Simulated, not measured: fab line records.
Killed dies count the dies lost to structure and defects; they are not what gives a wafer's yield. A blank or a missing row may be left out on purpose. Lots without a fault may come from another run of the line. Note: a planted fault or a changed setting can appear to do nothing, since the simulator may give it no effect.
A lot that was struck, set against a sound lot :: flow gf180mcu :: 14 steps out of a route of 602
Sound: these wafers, L348.3, L348.4, L348.5. Struck: wafers L338.3, L338.4, L338.5. The cause comes at the end.
At each step with rows: each side's tool, then ch and its chambers, then its first start. Under that, the readings that differ: sound wafers :: struck wafers :: difference of the means :: sigmas: that difference in standard deviations of wafers without a fault.
alike: readings with means less than 2 such deviations apart, plus words and numbers identical on both sides. not compared: withheld readings, readings lacking a value on some wafer, bounds such as >300 that could conceal the same value, and numbers that have no deviation in the record and whose values overlap.
A row with sigmas, a row that says differs or no value, or rows on one side alone: a step with any of these is where the two part. Numbers that don't overlap but have no deviation are shown without sigmas and don't part them. A reading missing from all wafers of one side parts the sides only when that side holds two or more wafers.

GF_V4_STRIP_18: strips in O2/N2.
  sound on plasma_asher-04 ch 0,1, day 31 00:20; struck on plasma_asher-01 ch 0,1, day 28 08:45
  alike: drypump_motor_current_A, heater_power_w, oes_product_au
  not compared: rf_hours_counter_h
then, 2 steps without rows for these wafers: GF_V4_STRIP_19 (strips in post etch residue remover, time 1200 s); GF_V4_CLEAN_20 (cleans in DIW).
GF_V4_SPUTTER_21: material Ti, target thk 15 nm, time 80.02 s.
  sound: pvd_sputter-01 at day 31 00:54; struck: pvd_sputter-04 at day 28 09:17
  alike: cathode_dc_power_W, chamber_pressure_pa, throttle_valve_pct
GF_V4_SPUTTER_22: material TiN, target thk 10 nm, time 40 s.
  sound: pvd_sputter-01 at day 31 00:58; struck: pvd_sputter-04 at day 28 09:21
  alike: cathode_dc_power_W, chamber_pressure_pa, throttle_valve_pct
then, 1 step without rows for these wafers: GF_V4_CVD_23 (deposits W, target thk 350 nm, time 104.9 s).
GF_V4_RS_MEAS_24: uses a four-point probe to measure.
  sound: film_metro-01 at day 31 01:09; struck: film_metro-03 at day 28 09:32
  alike: V4_W_RS
GF_V4_THK_MEAS_25: measures by xrf.
  sound: film_metro-01 at day 31 01:15; struck: film_metro-03 at day 28 09:38
  alike: V4_W_THK
GF_V4_CMP_26: polishes, stops on SiO2, t overpolish 15 s, target thk 0 nm.
  sound on cmp-02 ch 0,2,3, day 31 01:20; struck on cmp-02 ch 2,3, day 28 09:41
  alike: motor_current_A, overpolish_run_s, time_to_endpoint_s
then, 1 step without rows for these wafers: GF_MIM_SPUTTER_00 (material Ti, target thk 37.5 nm, time 150 s).
GF_MIM_SPUTTER_01: material TiN, target thk 30 nm, time 25 s.
  sound: pvd_sputter-04 at day 31 01:41; struck: pvd_sputter-02 at day 28 10:05
reading: throttle_valve_pct (%)
sound: 27.7 31.0 27.9
struck: 32.2 31.5 31.2
difference: +2.8
sigmas: +3
  alike: cathode_dc_power_W, chamber_pressure_pa
then, 1 step without rows for these wafers: GF_MIM_SPUTTER_02 (material AlCu, target thk 450 nm, time 23.9 s).
GF_MIM_SPUTTER_03: material Ti, target thk 10 nm, time 6.7 s.
  sound: pvd_sputter-04 at day 31 01:45; struck: pvd_sputter-02 at day 28 10:08
  no value came back on the struck wafers for cathode_dc_power_W (W), chamber_pressure_pa (Pa), throttle_valve_pct (%); on the sound wafers cathode_dc_power_W (W) reads 2999.6 3000.7 3000.3
then, 1 step without rows for these wafers: GF_MIM_SPUTTER_04 (material TiN, target thk 50 nm, time 41.7 s).

WHERE THEY PART
First at GF_MIM_SPUTTER_01; last, within this record, at GF_MIM_SPUTTER_03.

WHY: the cause the simulator had injected
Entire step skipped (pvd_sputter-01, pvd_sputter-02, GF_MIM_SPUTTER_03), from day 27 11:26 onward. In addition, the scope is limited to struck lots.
